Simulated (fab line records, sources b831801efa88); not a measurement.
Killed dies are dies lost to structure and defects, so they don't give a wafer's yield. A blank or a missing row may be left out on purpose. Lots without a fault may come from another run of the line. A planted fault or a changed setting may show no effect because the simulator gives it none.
Chamber matching | flow sky130 | SKY_VIA4_CMP_21 on cmp-01: 4 sister chambers
The step polishes, stops on SiO2, t overpolish 25 s, target thk 0 nm. 24 wafers are shown with their chamber, then 12 later ones without.

WAFERS WITH THEIR CHAMBER
wafer  | chamber | motor_current_A (A) | time_to_endpoint_s (s) | overpolish_run_s (s)
L078.1 | 3       | 11.7                | 125                    | 25.000
L078.3 | 1       | 11.5                | 125                    | 25.019
L078.4 | 0       | 10.4                | 120                    | 24.998
L080.4 | 1       | 11.3                | 126                    | 24.988
L080.5 | 1       | 10.8                | 130                    | 25.010
L080.6 | 2       | 9.5                 | 131                    | 25.000
L081.2 | 2       | 9.4                 | 125                    | 24.998
L081.3 | 3       | 12.5                | 118                    | 25.014
L081.6 | 2       | 9.8                 | 120                    | 24.997
L082.1 | 2       | 9.4                 | 119                    | 24.993
L082.3 | 3       | 12.6                | 117                    | 24.998
L082.5 | 0       | 10.8                | 118                    | 25.006
L086.2 | 3       | 12.3                | 123                    | 24.992
L086.3 | 2       | 9.2                 | 129                    | 25.000
L086.6 | 1       | 10.6                | 127                    | 25.010
L085.2 | 1       | 11.6                | 126                    | 25.004
L085.5 | 0       | 10.9                | 119                    | 25.008
L085.6 | 1       | 11.3                | 130                    | 25.003
L087.2 | 0       | 10.3                | 119                    | 25.010
L087.4 | 3       | 12.0                | 123                    | 25.007
L087.5 | 2       | 9.7                 | 129                    | 24.995
L089.2 | 0       | 11.1                | 117                    | 25.001
L089.3 | 3       | 11.5                | 115                    | 24.995
L089.6 | 2       | 9.4                 | 118                    | 25.005

SIGNATURES (means of the wafers above)
reading            | chamber 0 | chamber 1 | chamber 2 | chamber 3 | scatter within a chamber
motor_current_A    | 10.700    | 11.183    | 9.486     | 12.100    | 0.352
time_to_endpoint_s | 118.60    | 127.33    | 124.43    | 120.17    | 3.78
overpolish_run_s   | 25.00460  | 25.00567  | 24.99829  | 25.00100  | 0.00728
Rule: a wafer's distance from a chamber is the root of the sum, over the readings, of the square of ((its reading less the chamber's mean) divided by the reading's scatter). The wafer belongs to the nearest chamber; if the next one is less than 2 further off, it can't be placed. The scatter: the root of (the sum of the squares of (reading less its chamber's mean) over the shown wafers, divided by (wafers less chambers)).

WAFERS WITHOUT THEIR CHAMBER
wafer  | motor_current_A (A) | time_to_endpoint_s (s) | overpolish_run_s (s)
L090.1 | 12.1                | 121                    | 24.991
L090.2 | 10.5                | 115                    | 24.999
L090.4 | 9.5                 | 123                    | 24.997
L094.1 | 11.7                | 122                    | 24.993
L094.2 | 9.4                 | 123                    | 24.989
L094.6 | 10.6                | 126                    | 24.999
L096.2 | 10.6                | 126                    | 25.011
L096.3 | 9.8                 | 126                    | 24.988
L096.4 | 10.6                | 120                    | 24.991
L097.2 | 9.6                 | 122                    | 24.999
L097.3 | 11.9                | 120                    | 25.003
L097.4 | 10.9                | 122                    | 25.010

WHICH CHAMBER EACH WENT THROUGH
wafer  | from the rows above          | in truth
L090.1 | 3                            | 3
L090.2 | 0                            | 0
L090.4 | 2                            | 2
L094.1 | can't be placed: 3 or 1 or 0 | 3
L094.2 | 2                            | 2
L094.6 | can't be placed: 1 or 0 or 2 | 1
L096.2 | can't be placed: 1 or 0 or 2 | 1
L096.3 | 2                            | 2
L096.4 | can't be placed: 0 or 1 or 2 | 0
L097.2 | 2                            | 2
L097.3 | 3                            | 3
L097.4 | can't be placed: 0 or 1      | 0
Placed correctly: 7 of 12. Can't be placed from these rows: 5 (the true chamber is among the candidates in 5). Placed wrongly: 0.
